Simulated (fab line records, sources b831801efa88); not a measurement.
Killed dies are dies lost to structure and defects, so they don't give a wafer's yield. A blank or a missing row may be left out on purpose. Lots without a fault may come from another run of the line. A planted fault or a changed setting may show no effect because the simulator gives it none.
A struck lot beside a sound one | flow gf180mcu | 15 steps out of a route of 602
Sound: wafers L741.1, L741.2, L741.6. Struck: wafers L745.1, L745.4, L745.6. The cause comes at the end.
At each step with rows: each side's tool, then ch and its chambers, then its first start. Under that, the readings that differ: sound wafers | struck wafers | difference of the means | sigmas: that difference in standard deviations of wafers without a fault.
alike: readings whose means differ by less than 2 such deviations, and words and numbers that are the same on both sides. not compared: withheld readings, readings that some wafer has no value for, bounds like >300 that may hide the same value, and numbers for which the record gives no deviation and whose values overlap.
The two part at a step that has a row with sigmas, a row that says differs or no value, or rows on one side only. Numbers that don't overlap but have no deviation are shown without sigmas and don't part them. A reading that every wafer of one side lacks parts them only if that side has two wafers or more.

first, 1 step without rows for these wafers: GF_POLY_GATE_OXIDATION_16 (stabilise 600 s, purge 300 s, target thk 4 nm).
GF_POLY_GATE_THK_MEAS_17:
  sound on film_metro-01, day 13 10:16; struck on film_metro-01, day 14 08:02
  alike: POLY_GATE_OXIDATION_THK
GF_POLY_GATE_CD_MEAS_18:
  sound on cd_sem-02, day 13 10:19; struck on cd_sem-02, day 14 08:05
  alike: cd_nm
then, 7 steps without rows for these wafers: GF_HV_LDD_DEHYDRATE_00 (time 60 s); GF_HV_LDD_HMDS_01 (prime time 60 s); GF_HV_LDD_COAT_02 (resist thk 1000 nm); GF_HV_LDD_SOFTBAKE_03 (time 60 s); GF_HV_LDD_EXPOSE_04 (exposes mask Nplus LV AREA, target cd 400 nm); GF_HV_LDD_PEB_05; GF_HV_LDD_DEVELOP_06 (develop time 60 s).
GF_HV_LDD_CD_MEAS_07: target cd 400 nm.
  sound on cd_sem-01, day 14 06:45; struck on cd_sem-02, day 15 05:31
  alike: cd_nm
GF_HV_LDD_OVL_MEAS_08:
  sound on overlay-02, day 14 06:52; struck on overlay-01, day 15 05:38
  alike: HV_LDD_OVL
GF_HV_LDD_IMPLANT_09:
  sound on implanter-03 ch 0, day 14 06:55; struck on implanter-03 ch 0, day 15 05:40
  reading                          | sound                         | struck                      | difference | sigmas
  dose_ions_cm2                    | 9.995e+13 9.989e+13 9.997e+13 | 1.016e+13 9.93e+12 9.97e+12 | -8.992e+13 | -99 or more
  end_station_pressure_torr (Torr) | 5.58e-06 5.63e-06 5.31e-06    | 4.71e-06 4.85e-06 4.57e-06  | -7.97e-07  | -3
  faraday_current_uA               | 562 555 547                   | 57 56 57                    | -498       | -45
GF_HV_LDD_STRIP_10: strips in O2/N2.
  sound on plasma_asher-01 ch 0,1, day 14 07:04; struck on plasma_asher-03 ch 0, day 15 05:49
  reading                      | sound             | struck            | difference | sigmas
  heater_power_w (W)           | 323 262 261       | 437 426 438       | +152       | +3
  strip_time_to_endpoint_s (s) | 12.61 12.67 12.70 | 12.56 12.60 12.59 | -0.08      | -2
  alike: chamber_pressure_mTorr, drypump_motor_current_A, n2_flow_sccm, oes_product_au
  not compared: rf_hours_counter_h
GF_HV_LDD_TW_MEAS_11:
  sound on film_metro-03, day 14 07:10; struck on film_metro-03, day 15 06:08
  reading   | sound          | struck         | difference | sigmas
  HV_LDD_TW | 2418 2409 2408 | 1174 1182 1172 | -1236      | -77
  not compared: hold

WHERE THEY PART
First at GF_HV_LDD_IMPLANT_09; last, within this record, at GF_HV_LDD_TW_MEAS_11.

WHY: what the simulator had put in
Process parameter drift: implanter-03, from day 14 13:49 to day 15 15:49, at GF_HV_LDD_IMPLANT_09. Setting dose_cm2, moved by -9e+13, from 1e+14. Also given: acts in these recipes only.
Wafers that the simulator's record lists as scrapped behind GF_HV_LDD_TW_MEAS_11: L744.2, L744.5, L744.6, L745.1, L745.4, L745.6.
